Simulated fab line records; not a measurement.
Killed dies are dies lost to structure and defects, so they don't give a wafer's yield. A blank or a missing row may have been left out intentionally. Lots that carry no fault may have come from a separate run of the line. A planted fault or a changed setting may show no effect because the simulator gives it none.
Split-lot study :: flow sfq line :: route with 325 steps; 5 lots, 23 wafers read

THE SPLIT ITSELF
At SFQ_TRILAYER_M1_LITHO_COAT_039 (resist thk 600 nm), the setting resist thk nm was moved away from the recipe's 600 nm on 8 of the 23 wafers read, by -3.8% to +4.3%. All remaining wafers had this setting at the recipe value.

FROM THE SPLIT TO THE READING: what the file shows between them, 3 steps
- SFQ_TRILAYER_M1_LITHO_SOFTBAKE_043
- SFQ_TRILAYER_M1_LITHO_EXPOSE_040: exposes mask M1, target cd 500 nm
- SFQ_TRILAYER_M1_BARC_OPEN_METAL_ETCH_054: etches BARC in O2, target depth 125 nm, time 41.7 s

THE READING
KrF_of_TRILAYER_M1_LITHO_COAT_039.thk nm (the simulator's own value, which no gauge read), in nm, at SFQ_TRILAYER_M1_ETCH_METAL_ETCH_042 (etches Nb in Cl2/Ar, stops on SiO2, target depth 240 nm, time 120 s). No usual value for it is given in the file. Here, 15 wafers ran the recipe; their average is 381.2 nm with a standard deviation of 3.3 nm.

wafer: L074.1
tool, chamber at the split: litho track-04, 0
resist thk nm as run, nm: 600
against the recipe: recipe
KrF_of_TRILAYER_M1_LITHO_COAT_039.thk nm, nm: 380.6
against lot-mates on the recipe: -

wafer: L074.2
tool, chamber at the split: litho track-04, 0
resist thk nm as run, nm: 600
against the recipe: recipe
KrF_of_TRILAYER_M1_LITHO_COAT_039.thk nm, nm: 383.7
against lot-mates on the recipe: -

wafer: L074.3
tool, chamber at the split: litho track-04, 0
resist thk nm as run, nm: 600
against the recipe: recipe
KrF_of_TRILAYER_M1_LITHO_COAT_039.thk nm, nm: 380.1
against lot-mates on the recipe: -

wafer: L074.5
tool, chamber at the split: litho track-04, 0
resist thk nm as run, nm: 600
against the recipe: recipe
KrF_of_TRILAYER_M1_LITHO_COAT_039.thk nm, nm: 381.3
against lot-mates on the recipe: -

wafer: L074.6
tool, chamber at the split: litho track-04, 0
resist thk nm as run, nm: 600
against the recipe: recipe
KrF_of_TRILAYER_M1_LITHO_COAT_039.thk nm, nm: 384.6
against lot-mates on the recipe: -

wafer: L077.2
tool, chamber at the split: litho track-04, 0
resist thk nm as run, nm: 600
against the recipe: recipe
KrF_of_TRILAYER_M1_LITHO_COAT_039.thk nm, nm: 379.1
against lot-mates on the recipe: -

wafer: L077.3
tool, chamber at the split: litho track-04, 0
resist thk nm as run, nm: 626
against the recipe: +4.3%
KrF_of_TRILAYER_M1_LITHO_COAT_039.thk nm, nm: 405.9
against lot-mates on the recipe: +27.1

wafer: L077.4
tool, chamber at the split: litho track-04, 0
resist thk nm as run, nm: 600
against the recipe: recipe
KrF_of_TRILAYER_M1_LITHO_COAT_039.thk nm, nm: 375.6
against lot-mates on the recipe: -

wafer: L077.5
tool, chamber at the split: litho track-04, 0
resist thk nm as run, nm: 626
against the recipe: +4.3%
KrF_of_TRILAYER_M1_LITHO_COAT_039.thk nm, nm: 400.4
against lot-mates on the recipe: +21.6

wafer: L077.6
tool, chamber at the split: litho track-04, 0
resist thk nm as run, nm: 600
against the recipe: recipe
KrF_of_TRILAYER_M1_LITHO_COAT_039.thk nm, nm: 381.6
against lot-mates on the recipe: -

wafer: L081.1
tool, chamber at the split: litho track-04, 0
resist thk nm as run, nm: 600
against the recipe: recipe
KrF_of_TRILAYER_M1_LITHO_COAT_039.thk nm, nm: 387.4
against lot-mates on the recipe: -

wafer: L081.2
tool, chamber at the split: litho track-04, 0
resist thk nm as run, nm: 577.3
against the recipe: -3.8%
KrF_of_TRILAYER_M1_LITHO_COAT_039.thk nm, nm: 360.2
against lot-mates on the recipe: -27.1

wafer: L081.3
tool, chamber at the split: litho track-04, 0
resist thk nm as run, nm: 577.3
against the recipe: -3.8%
KrF_of_TRILAYER_M1_LITHO_COAT_039.thk nm, nm: 364.9
against lot-mates on the recipe: -22.4

wafer: L081.4
tool, chamber at the split: litho track-04, 0
resist thk nm as run, nm: 577.3
against the recipe: -3.8%
KrF_of_TRILAYER_M1_LITHO_COAT_039.thk nm, nm: 356.4
against lot-mates on the recipe: -30.9

wafer: L081.5
tool, chamber at the split: litho track-04, 0
resist thk nm as run, nm: 600
against the recipe: recipe
KrF_of_TRILAYER_M1_LITHO_COAT_039.thk nm, nm: 387.1
against lot-mates on the recipe: -

wafer: L082.2
tool, chamber at the split: litho track-04, 0
resist thk nm as run, nm: 600
against the recipe: recipe
KrF_of_TRILAYER_M1_LITHO_COAT_039.thk nm, nm: 378.7
against lot-mates on the recipe: -

wafer: L082.3
tool, chamber at the split: litho track-04, 0
resist thk nm as run, nm: 600
against the recipe: recipe
KrF_of_TRILAYER_M1_LITHO_COAT_039.thk nm, nm: 377.9
against lot-mates on the recipe: -

wafer: L082.4
tool, chamber at the split: litho track-04, 0
resist thk nm as run, nm: 600
against the recipe: recipe
KrF_of_TRILAYER_M1_LITHO_COAT_039.thk nm, nm: 377.5
against lot-mates on the recipe: -

wafer: L085.1
tool, chamber at the split: litho track-02, 0
resist thk nm as run, nm: 612.6
against the recipe: +2.1%
KrF_of_TRILAYER_M1_LITHO_COAT_039.thk nm, nm: 389.1
against lot-mates on the recipe: +7.4

wafer: L085.2
tool, chamber at the split: litho track-02, 0
resist thk nm as run, nm: 600
against the recipe: recipe
KrF_of_TRILAYER_M1_LITHO_COAT_039.thk nm, nm: 382.1
against lot-mates on the recipe: -

wafer: L085.3
tool, chamber at the split: litho track-02, 0
resist thk nm as run, nm: 612.6
against the recipe: +2.1%
KrF_of_TRILAYER_M1_LITHO_COAT_039.thk nm, nm: 390.9
against lot-mates on the recipe: +9.1

wafer: L085.5
tool, chamber at the split: litho track-02, 0
resist thk nm as run, nm: 600
against the recipe: recipe
KrF_of_TRILAYER_M1_LITHO_COAT_039.thk nm, nm: 381.4
against lot-mates on the recipe: -

wafer: L085.6
tool, chamber at the split: litho track-02, 0
resist thk nm as run, nm: 612.6
against the recipe: +2.1%
KrF_of_TRILAYER_M1_LITHO_COAT_039.thk nm, nm: 388.8
against lot-mates on the recipe: +7.1

FIT RESULTS
A straight line over all 23 wafers: KrF_of_TRILAYER_M1_LITHO_COAT_039.thk nm changes by +5.12 nm for each +1% of resist thk nm; r = +0.96; the points scatter about the line by 3.3 nm.
The same after taking each lot's own level away (the mean of its wafers on the recipe; 23 wafers): +6.07 nm for each +1%; r = +0.98; scatter 2.9 nm.
Per that fit: largest resist thk nm move, reading shift of 26 nm.
The span of the lots' own levels, 378.03 to 387.25 nm, comes to 2.8 times the standard deviation stated above.
Thus the slope moves with the lot-to-lot level: the two fits are different.
Check: for one of the wafers moved furthest among these (+4.3%), held out of the fit, the line's prediction against its lot-mates is +24.4 nm. Against them it came out at +27.1 nm.

ADDITIONAL SPLITS CARRIED BY THESE WAFERS
Note: prior to the reading, these wafers also went through further splits. Each is held against what the fit with the lots' levels taken away leaves over:
other split on the same wafers: SFQ_TRILAYER_INCOMING_OXIDATION_002 ox time s
wafers away from the commonest value: 18
r with KrF_of_TRILAYER_M1_LITHO_COAT_039.thk nm (lot level and that fit taken away): -0.35

other split on the same wafers: SFQ_TRILAYER_L0_LITHO_COAT_005 spin rpm
wafers away from the commonest value: 7
r with KrF_of_TRILAYER_M1_LITHO_COAT_039.thk nm (lot level and that fit taken away): -0.05

other split on the same wafers: SFQ_TRILAYER_L0_LITHO_PEB_008 peb time s
wafers away from the commonest value: 9
r with KrF_of_TRILAYER_M1_LITHO_COAT_039.thk nm (lot level and that fit taken away): +0.29

other split on the same wafers: SFQ_TRILAYER_M0_DEP_SPUTTER_019 time s
wafers away from the commonest value: 8
r with KrF_of_TRILAYER_M1_LITHO_COAT_039.thk nm (lot level and that fit taken away): +0.06

other split on the same wafers: SFQ_TRILAYER_M0_LITHO_PEB_024 peb time s
wafers away from the commonest value: 6
r with KrF_of_TRILAYER_M1_LITHO_COAT_039.thk nm (lot level and that fit taken away): +0.21

other split on the same wafers: SFQ_TRILAYER_M0_ETCH_METAL_ETCH_024 pressure mtorr
wafers away from the commonest value: 18
r with KrF_of_TRILAYER_M1_LITHO_COAT_039.thk nm (lot level and that fit taken away): +0.27

other split on the same wafers: SFQ_TRILAYER_I0_VIA_LITHO_COAT_031 spin rpm
wafers away from the commonest value: 7
r with KrF_of_TRILAYER_M1_LITHO_COAT_039.thk nm (lot level and that fit taken away): -0.15

THE WHOLE CHAIN: every reading that the file lists as answering this split, in the file's order
step: SFQ_TRILAYER_M1_LITHO_COAT_039
what it does: resist thk 600 nm
reading: KrF_of_TRILAYER_M1_LITHO_COAT_039.thk nm (the simulator's own value, which no gauge read)
change (the file's fit): +5.77 nm for each +1% of the setting
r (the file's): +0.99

step: SFQ_TRILAYER_M1_ETCH_METAL_ETCH_042
what it does: etches Nb in Cl2/Ar, stops on SiO2, target depth 240 nm, time 120 s
reading: KrF_of_TRILAYER_M1_LITHO_COAT_039.thk nm (the simulator's own value, which no gauge read)
change (the file's fit): +5.96 nm for each +1% of the setting
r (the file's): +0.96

FILE'S OWN FIT
KrF_of_TRILAYER_M1_LITHO_COAT_039.thk nm changes by +5.96 nm for each +1% of resist thk nm, r = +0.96.
